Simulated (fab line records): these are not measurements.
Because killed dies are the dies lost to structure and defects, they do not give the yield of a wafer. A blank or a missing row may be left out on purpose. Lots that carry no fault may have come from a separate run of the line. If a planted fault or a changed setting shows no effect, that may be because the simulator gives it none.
Matching of chambers :: flow sky130 :: SKY_LI_CONTACT_CMP_24 on cmp-01 has 4 sister chambers
The step polishes, stops on PSG, t overpolish 20 s, target thk 0 nm. 8 wafers are shown with their chamber, then 9 later ones without.

## WAFERS, EACH WITH ITS CHAMBER
wafer: L394.3
chamber: 2
motor current A (A): 11.6
time to endpoint s (s): 95

wafer: L394.4
chamber: 3
motor current A (A): 10.4
time to endpoint s (s): 95

wafer: L397.2
chamber: 2
motor current A (A): 11.6
time to endpoint s (s): 97

wafer: L397.5
chamber: 1
motor current A (A): 12.6
time to endpoint s (s): 98

wafer: L397.6
chamber: 0
motor current A (A): 12.3
time to endpoint s (s): 93

wafer: L400.4
chamber: 1
motor current A (A): 13.4
time to endpoint s (s): 96

wafer: L400.5
chamber: 0
motor current A (A): 12.8
time to endpoint s (s): 94

wafer: L400.6
chamber: 3
motor current A (A): 11.0
time to endpoint s (s): 95

## WAFERS WITHOUT THEIR CHAMBER
wafer: L402.1
motor current A (A): 11.9
time to endpoint s (s): 92

wafer: L402.2
motor current A (A): 12.4
time to endpoint s (s): 93

wafer: L402.6
motor current A (A): 11.7
time to endpoint s (s): 97

wafer: L404.1
motor current A (A): 11.6
time to endpoint s (s): 96

wafer: L404.2
motor current A (A): 12.5
time to endpoint s (s): 99

wafer: L404.5
motor current A (A): 12.6
time to endpoint s (s): 93

wafer: L405.3
motor current A (A): 10.1
time to endpoint s (s): 96

wafer: L405.5
motor current A (A): 13.4
time to endpoint s (s): 103

wafer: L405.6
motor current A (A): 10.0
time to endpoint s (s): 90

## WHICH CHAMBER EACH ONE RAN IN
wafer: L402.1
from the rows above: can't be placed: 0 or 2 or 3
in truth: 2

wafer: L402.2
from the rows above: 0
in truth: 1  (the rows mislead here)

wafer: L402.6
from the rows above: 2
in truth: 2

wafer: L404.1
from the rows above: 2
in truth: 2

wafer: L404.2
from the rows above: can't be placed: 1 or 2
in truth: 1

wafer: L404.5
from the rows above: 0
in truth: 0

wafer: L405.3
from the rows above: 3
in truth: 3

wafer: L405.5
from the rows above: 1
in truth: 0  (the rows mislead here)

wafer: L405.6
from the rows above: can't be placed: 3 or 2
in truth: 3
Placed correctly: 4 of 9. From these rows, 3 cannot be placed; in 3 the true chamber is one of the candidates. 2 placed wrongly.
How it was worked out, from the rows above alone: a wafer's distance from a chamber is the root of the sum, over the readings, of the square of ((its reading less the chamber's mean) divided by the reading's scatter). The wafer belongs to the nearest chamber; if the next one is less than 2 further off, it can't be placed. The mean given for a chamber averages the wafers shown for that chamber. How the scatter is found: for the shown wafers, subtract from each reading the mean of its chamber, square and add these, divide the total by (wafers less chambers), then take the root.
